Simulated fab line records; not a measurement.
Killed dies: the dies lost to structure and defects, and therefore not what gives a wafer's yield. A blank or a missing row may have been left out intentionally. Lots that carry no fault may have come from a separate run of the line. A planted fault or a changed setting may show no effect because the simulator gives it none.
fab line records	flow sky130
record lots=14	wafers=42	lastDay=50
route steps=708 shown SONOS_TUNNEL@162 LDD_HVN@271 SD_N@350 LOCAL_INTERCONNECT@399
lots that met no fault: taken from a fault-free run of the same line
startH: start of the lot's first displayed wafer, in hours after the record's first day	waitH: hours since the lot's step before	" the same as in the row above	L1.1+2: one row covering several wafers at once	- no value, or no start given	* or withheld: withheld	< > ~ a bound
route shown NAME@n: names a module that has steps shown in the file, with the first one's number in the route	usual: mean/standard deviation of fault-free wafers	same: alike in all rows	chamber/n: place in a boat	sites: the reading at each site	_std_site: standard deviation across them	_edge_site: mean of outer sites minus mean of inner sites	radiusMm: for every site, how far away it sits from the centre of the wafer	mask NAME#n: copy n	behind: the most recent tool/chamber to have shaped the wafer	hold: why the lot was held/for how many hours/how that ended	device: the n, p or np transistor that did not switch	end of line: the tests these same wafers got at the end of their route	a step without rows: its recipe alone	killed: dies that structure and defects cost at the first sort, which is not the same as the wafer's yield	map: a wafer's dies, x killed, . not, _ none there
set.NAME: the setting that was run; set.NAME@STEP: the one run at that earlier step	model.NAME: the simulator's own value behind a step, which no gauge read
a sample of lots followed through the steps of the route, with each step as a table and each wafer as a row
services: a tool's chamber out of use, with start hour (startH, from the record's first day; less than 0 if before it), hours out, and reason
## steps
# step SKY_SONOS_TUNNEL_OVL_MEAS_08
# usual SONOS_TUNNEL_OVL=0.3/1.5
lot.wafer	tool	chamber	startH	waitH	SONOS_TUNNEL_OVL[nm]
L947.4	overlay-01	-	268.16	0.1	0.3
L947.5	"	-	"	"	0.2
L947.6	"	-	"	"	1.8
L946.1	overlay-02	-	271.29	0.1	0.8
L946.3	"	-	"	"	0.7
L946.4	"	-	"	"	2.7
L945.3	overlay-02	-	272.95	0.1	0.7
L945.4	"	-	"	"	-0.3
L945.6	"	-	"	"	0.5
L948.4	overlay-02	-	275.36	0.1	0.1
L948.5	"	-	"	"	-0.7
L948.6	"	-	"	"	1.1
L949.2	overlay-01	-	288.04	0.1	0.6
L949.4	"	-	"	"	0.4
L949.5	"	-	"	"	2.1
L951.1	overlay-01	-	301.90	7.5	-1.5
L951.2	"	-	"	"	-2.0
L951.4	"	-	"	"	-0.5
L950.1	overlay-01	-	301.97	7.2	-1.2
L950.2	"	-	"	"	0.1
L950.3	"	-	"	"	-0.9
L955.2	overlay-01	-	324.54	0.1	2.3
L955.4	"	-	"	"	3.5
L955.5	"	-	"	"	2.2
L954.2	overlay-01	-	324.59	0.1	-2.0
L954.4	"	-	"	"	-2.7
L954.6	"	-	"	"	-2.5
L960.2	overlay-01	-	361.04	0.1	0.3
L960.3	"	-	"	"	0.5
L960.4	"	-	"	"	1.1
L961.1	overlay-02	-	379.98	0.1	2.3
L961.2	"	-	"	"	1.4
L961.5	"	-	"	"	2.9
L965.4	overlay-01	-	407.75	0.1	1.4
L965.5	"	-	"	"	2.2
L965.6	"	-	"	"	2.7
L967.1	overlay-02	-	425.09	0.1	-1.9
L967.3	"	-	"	"	-0.8
L967.6	"	-	"	"	-0.9
L968.2	overlay-02	-	434.49	0.1	3.1
L968.4	"	-	"	"	2.2
L968.6	"	-	"	"	1.2
# step SKY_LDD_HVN_EXPOSE_04
# recipe maskId=HVNTM	na=0.6	sourceShape=conventional	sigmaOuter=0.6	polarization=unpolarized	targetCdNm=700	doseMj=127
# same sigmaOuter=0.6
lot.wafer	tool	chamber	startH	waitH	mask
L945.3+4+6	ilineStepper-01	0	475.66	-	HVNTM#0
L946.1+3+4	ilineStepper-01	0	476.52	-	HVNTM#0
L948.4+5+6	ilineStepper-02	0	477.59	-	HVNTM#0
L947.4+5+6	ilineStepper-01	0	477.90	-	HVNTM#0
L949.2+4+5	ilineStepper-01	0	528.77	-	HVNTM#0
L951.1+2+4	ilineStepper-01	0	529.02	-	HVNTM#0
L950.1+2+3	ilineStepper-01	0	530.52	-	HVNTM#0
L955.2+4+5	ilineStepper-01	0	543.20	-	HVNTM#0
L954.2+4+6	ilineStepper-01	0	544.94	-	HVNTM#0
L960.2+3+4	ilineStepper-02	0	578.66	-	HVNTM#0
L961.1+2+5	ilineStepper-02	0	595.00	-	HVNTM#0
L965.4+5+6	ilineStepper-02	0	624.26	-	HVNTM#0
L967.1+3+6	ilineStepper-02	0	641.46	-	HVNTM#0
L968.2+4+6	ilineStepper-02	0	647.49	-	HVNTM#0
# step SKY_LDD_HVN_OVL_MEAS_07
# usual LDD_HVN_OVL=0.3/1.5
lot.wafer	tool	chamber	startH	waitH	LDD_HVN_OVL[nm]
L945.3	overlay-02	-	491.13	0.1	1.8
L945.4	"	-	"	"	1.9
L945.6	"	-	"	"	1.3
L946.1	overlay-02	-	491.80	0.1	0.2
L946.3	"	-	"	"	0.5
L946.4	"	-	"	"	1.4
L948.4	overlay-02	-	492.12	0.1	3.4
L948.5	"	-	"	"	2.6
L948.6	"	-	"	"	3.6
L947.4	overlay-02	-	492.64	0.1	0.1
L947.5	"	-	"	"	0.4
L947.6	"	-	"	"	-0.6
L949.2	overlay-01	-	543.96	0.1	0.5
L949.4	"	-	"	"	0.6
L949.5	"	-	"	"	0.4
L951.1	overlay-01	-	544.25	0.1	1.2
L951.2	"	-	"	"	1.9
L951.4	"	-	"	"	1.7
L950.1	overlay-02	-	545.22	0.1	-2.9
L950.2	"	-	"	"	-2.5
L950.3	"	-	"	"	-1.1
L955.2	overlay-01	-	557.76	0.1	-79.7
L955.4	"	-	"	"	-80.7
L955.5	"	-	"	"	-80.1
L954.2	overlay-01	-	559.57	0.1	-82.3
L954.4	"	-	"	"	-83.3
L954.6	"	-	"	"	-80.8
L960.2	overlay-02	-	593.18	0.1	0.6
L960.3	"	-	"	"	-1.1
L960.4	"	-	"	"	-0.1
L961.1	overlay-02	-	608.72	0.1	-0.6
L961.2	"	-	"	"	-0.6
L961.5	"	-	"	"	-1.2
L965.4	overlay-02	-	637.74	0.1	1.5
L965.5	"	-	"	"	-0.6
L965.6	"	-	"	"	1.1
L967.1	overlay-02	-	656.35	0.1	-2.1
L967.3	"	-	"	"	-2.1
L967.6	"	-	"	"	-2.1
L968.2	overlay-02	-	661.88	0.1	0.4
L968.4	"	-	"	"	0.7
L968.6	"	-	"	"	-0.7
# step SKY_SD_N_OVL_MEAS_08
# usual SD_N_OVL=1.0/1.7
lot.wafer	tool	chamber	startH	waitH	SD_N_OVL[nm]
L945.3	overlay-01	-	671.75	0.1	0.7
L945.4	"	-	"	"	1.3
L945.6	"	-	"	"	0.6
L946.1	overlay-02	-	672.94	0.1	-1.6
L946.3	"	-	"	"	-2.1
L946.4	"	-	"	"	-1.9
L948.4	overlay-01	-	673.79	0.1	3.4
L948.5	"	-	"	"	4.4
L948.6	"	-	"	"	3.3
L947.4	overlay-01	-	674.81	0.1	1.2
L947.5	"	-	"	"	0.2
L947.6	"	-	"	"	0.9
L949.2	overlay-02	-	723.19	0.1	1.4
L949.4	"	-	"	"	3.0
L949.5	"	-	"	"	2.6
L950.1	overlay-02	-	723.48	0.1	4.4
L950.2	"	-	"	"	3.7
L950.3	"	-	"	"	4.6
L951.1	overlay-01	-	724.62	0.1	-0.2
L951.2	"	-	"	"	-0.7
L951.4	"	-	"	"	-1.4
L955.2	overlay-01	-	734.65	0.1	0.8
L955.4	"	-	"	"	2.4
L955.5	"	-	"	"	1.8
L954.2	overlay-02	-	736.39	0.1	-0.8
L954.4	"	-	"	"	0.9
L954.6	"	-	"	"	0.4
L960.2	overlay-02	-	764.53	0.1	-2.2
L960.3	"	-	"	"	-2.3
L960.4	"	-	"	"	-2.2
L961.1	overlay-02	-	778.78	0.1	0.2
L961.2	"	-	"	"	2.0
L961.5	"	-	"	"	-1.5
L965.4	overlay-02	-	805.69	0.1	1.2
L965.5	"	-	"	"	0.5
L965.6	"	-	"	"	1.5
L967.1	overlay-01	-	822.33	0.1	3.4
L967.3	"	-	"	"	2.1
L967.6	"	-	"	"	1.8
L968.2	overlay-02	-	828.69	0.1	2.7
L968.4	"	-	"	"	1.7
L968.6	"	-	"	"	1.1
# step SKY_LOCAL_INTERCONNECT_OVL_MEAS_12
# usual LOCAL_INTERCONNECT_OVL=-2/6
lot.wafer	tool	chamber	startH	waitH	LOCAL_INTERCONNECT_OVL[nm]
L945.3	overlay-02	-	730.15	0.1	-2
L945.4	"	-	"	"	-2
L945.6	"	-	"	"	-3
L946.1	overlay-02	-	732.49	0.1	-4
L946.3	"	-	"	"	7
L946.4	"	-	"	"	-4
L948.4	overlay-01	-	733.64	0.1	1
L948.5	"	-	"	"	2
L948.6	"	-	"	"	-3
L947.4	overlay-02	-	733.99	0.1	-1
L947.5	"	-	"	"	2
L947.6	"	-	"	"	-1
L949.2	overlay-01	-	779.93	0.1	-1
L949.4	"	-	"	"	-7
L949.5	"	-	"	"	-4
L950.1	overlay-02	-	781.54	0.1	-3
L950.2	"	-	"	"	-7
L950.3	"	-	"	"	-8
L951.1	overlay-02	-	782.04	0.1	-5
L951.2	"	-	"	"	-10
L951.4	"	-	"	"	-14
L955.2	overlay-01	-	791.59	0.1	-2
L955.4	"	-	"	"	-7
L955.5	"	-	"	"	1
L954.2	overlay-02	-	792.95	0.1	0
L954.4	"	-	"	"	4
L954.6	"	-	"	"	-2
L960.2	overlay-01	-	821.34	0.1	0
L960.3	"	-	"	"	-6
L960.4	"	-	"	"	4
L961.1	overlay-01	-	835.34	0.1	9
L961.2	"	-	"	"	9
L961.5	"	-	"	"	2
L965.4	overlay-01	-	861.94	0.1	0
L965.5	"	-	"	"	-6
L965.6	"	-	"	"	-2
L967.1	overlay-01	-	877.94	0.1	-5
L967.3	"	-	"	"	-3
L967.6	"	-	"	"	-4
L968.2	overlay-02	-	883.24	0.1	4
L968.4	"	-	"	"	2
L968.6	"	-	"	"	2
## services
tool	chamber	startH	hours	kind
ilineStepper-01	-	456.30	6.0	repair
ilineStepper-02	-	504.14	4.4	pm
ilineStepper-02	-	508.58	2.1	pm
ilineStepper-02	-	510.67	-	consumableReplace:lamp
ilineStepper-02	-	523.39	1.7	pm
ilineStepper-01	-	572.61	0.6	repair
ilineStepper-01	-	617.93	15.5	repair
ilineStepper-01	-	640.08	1.7	pm
## key
firstSign step=SKY_LDD_HVN_OVL_MEAS_07	reading=LDD_HVN_OVL	direction=down	sigmas=54	usual=0.3	struck=-81.1
effect none on later readings
metAt SKY_LDD_HVN_EXPOSE_04
struckLots L954,L955
testerLeftOut L954,L955
notActingAt SKY_SONOS_TUNNEL_OVL_MEAS_08,SKY_SD_N_OVL_MEAS_08,SKY_LOCAL_INTERCONNECT_OVL_MEAS_12
onsetBetween 530.52 543.20
fault kind=scannerMatchingOverlay	tool=ilineStepper-01	chamber=-	onsetH=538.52	steps=SKY_LDD_HVN_EXPOSE_04	offset=-81.274
# testerLeftOut: of these lots the tester's yield and bins aren't shown, on N5 and GAA mostly nor the transistor test; their killed dies are dies lost to structure and defects alone, not to doping, threshold or leakage, so they don't give the yield
